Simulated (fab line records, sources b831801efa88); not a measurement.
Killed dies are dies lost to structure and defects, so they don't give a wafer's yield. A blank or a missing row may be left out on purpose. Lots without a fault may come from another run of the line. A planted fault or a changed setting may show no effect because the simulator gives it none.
Which tool did it? | flow sky130 | 13 lots, 39 wafers sampled, at 3 steps of a route of 708

WHAT THE GAUGES READ, wafer by wafer
SKY_CAP2M_OVL_MEAS_12.
lot  | measured     | on         | CAP2M_OVL (nm)
L224 | day 40 16:13 | overlay-02 | 3.1 3.6 1.8
L226 | day 41 05:37 | overlay-02 | 0.0 -0.3 0.9
L227 | day 41 11:43 | overlay-02 | 0.6 0.2 0.8
L228 | day 41 13:49 | overlay-02 | -1.1 -0.4 0.0
L229 | day 42 11:19 | overlay-02 | -0.6 -2.8 -0.4
L230 | day 42 15:43 | overlay-01 | -0.6 -2.6 -2.0
L231 | day 44 02:49 | overlay-01 | -1.2 2.3 -0.2
L232 | day 43 07:41 | overlay-02 | 0.7 0.8 -0.1
L234 | day 44 00:13 | overlay-02 | 0.6 0.2 2.2
L241 | day 45 12:07 | overlay-01 | 0.1 0.8 1.8
L242 | day 45 18:49 | overlay-01 | 0.1 -1.6 0.7
L244 | day 46 07:41 | overlay-01 | -0.5 -2.5 -1.5
L246 | day 46 12:55 | overlay-01 | -2.2 -0.4 -1.2

SKY_VIA4_THK_MEAS_01.
lot  | measured     | on            | VIA4_HDPCVD_THK (nm)
L224 | day 41 17:20 | film_metro-01 | 1734 1736 1711
L226 | day 42 06:53 | film_metro-03 | 1746 1718 1731
L227 | day 42 12:52 | film_metro-03 | 1765 1773 1751
L228 | day 42 15:28 | film_metro-04 | 1733 1749 1736
L229 | day 43 12:43 | film_metro-04 | 1756 1754 1749
L230 | day 43 16:18 | film_metro-03 | 1745 1725 1761
L231 | day 45 02:02 | film_metro-03 | 1778 1795 1774
L232 | day 44 07:46 | film_metro-04 | 1762 1738 1753
L234 | day 44 23:55 | film_metro-03 | 1784 1783 1792
L241 | day 46 11:19 | film_metro-04 | 1743 1729 1762
L242 | day 46 16:32 | film_metro-04 | 1749 1724 1738
L244 | day 47 05:32 | film_metro-04 | 1760 1747 1739
L246 | day 47 11:14 | film_metro-03 | 1747 1781 1769

WHICH TOOL RAN EACH LOT (tool, then ch and the chambers of the sampled wafers, then the start)
lot  | SKY_CONTACT_SPUTTER_23
L224 | pvd_sputter-04, day 31 12:45
L226 | pvd_sputter-01, day 32 03:19
L227 | pvd_sputter-02, day 32 12:59
L228 | pvd_sputter-02, day 32 13:59
L229 | pvd_sputter-01, day 33 15:39
L230 | pvd_sputter-02, day 33 21:36
L231 | pvd_sputter-02, day 34 05:31
L232 | pvd_sputter-04, day 34 10:33
L234 | pvd_sputter-01, day 35 08:47
L241 | pvd_sputter-01, day 37 03:17
L242 | pvd_sputter-01, day 37 11:43
L244 | pvd_sputter-04, day 38 04:17
L246 | pvd_sputter-02, day 38 11:03
- SKY_CONTACT_SPUTTER_23: material TiN, target thk 20 nm, time 80 s.

WHAT THE TOOLS THEMSELVES READ (means of the sampled wafers that have a number; where no wafer has one, the mark that the record gives instead)
SKY_CONTACT_SPUTTER_23.
lot  | tool           | throttle_valve_pct (%)
L224 | pvd_sputter-04 | 30.4
L226 | pvd_sputter-01 | 28.5
L227 | pvd_sputter-02 | 30.3
L228 | pvd_sputter-02 | 30.3
L229 | pvd_sputter-01 | 28.6
L230 | pvd_sputter-02 | 30.0
L231 | pvd_sputter-02 | 30.8
L232 | pvd_sputter-04 | 30.0
L234 | pvd_sputter-01 | 29.4
L241 | pvd_sputter-01 | 30.0
L242 | pvd_sputter-01 | 30.1
L244 | pvd_sputter-04 | 29.9
L246 | pvd_sputter-02 | 30.9

THE ANSWER, worked out from the rows above alone
Rule: what is usual is taken from the lots themselves. Put in order of their means at a reading, lots are off if they are a third of the lots or fewer, leave a main group of 4 or more, and stand apart from it by a gap of 3 or more times the standard deviation of the main group's means; of several such gaps the widest counts. A main group whose means are all the same, to the digits that the tables above print for the reading, isn't used. A lot without any number at a reading at which 4 lots or more have one is off too. The other lots that the step has rows for count as sound. The gauges are gone through in route order, then the tools' own readings, and for those a lot's mean is taken as printed above. The first step at which some lot is off is used, and at that step the reading that is off furthest; a lot without a number counts as furthest.
No lot is off at any reading shown: from this, nothing can be told.

WHAT THE SIMULATOR HAD PUT IN
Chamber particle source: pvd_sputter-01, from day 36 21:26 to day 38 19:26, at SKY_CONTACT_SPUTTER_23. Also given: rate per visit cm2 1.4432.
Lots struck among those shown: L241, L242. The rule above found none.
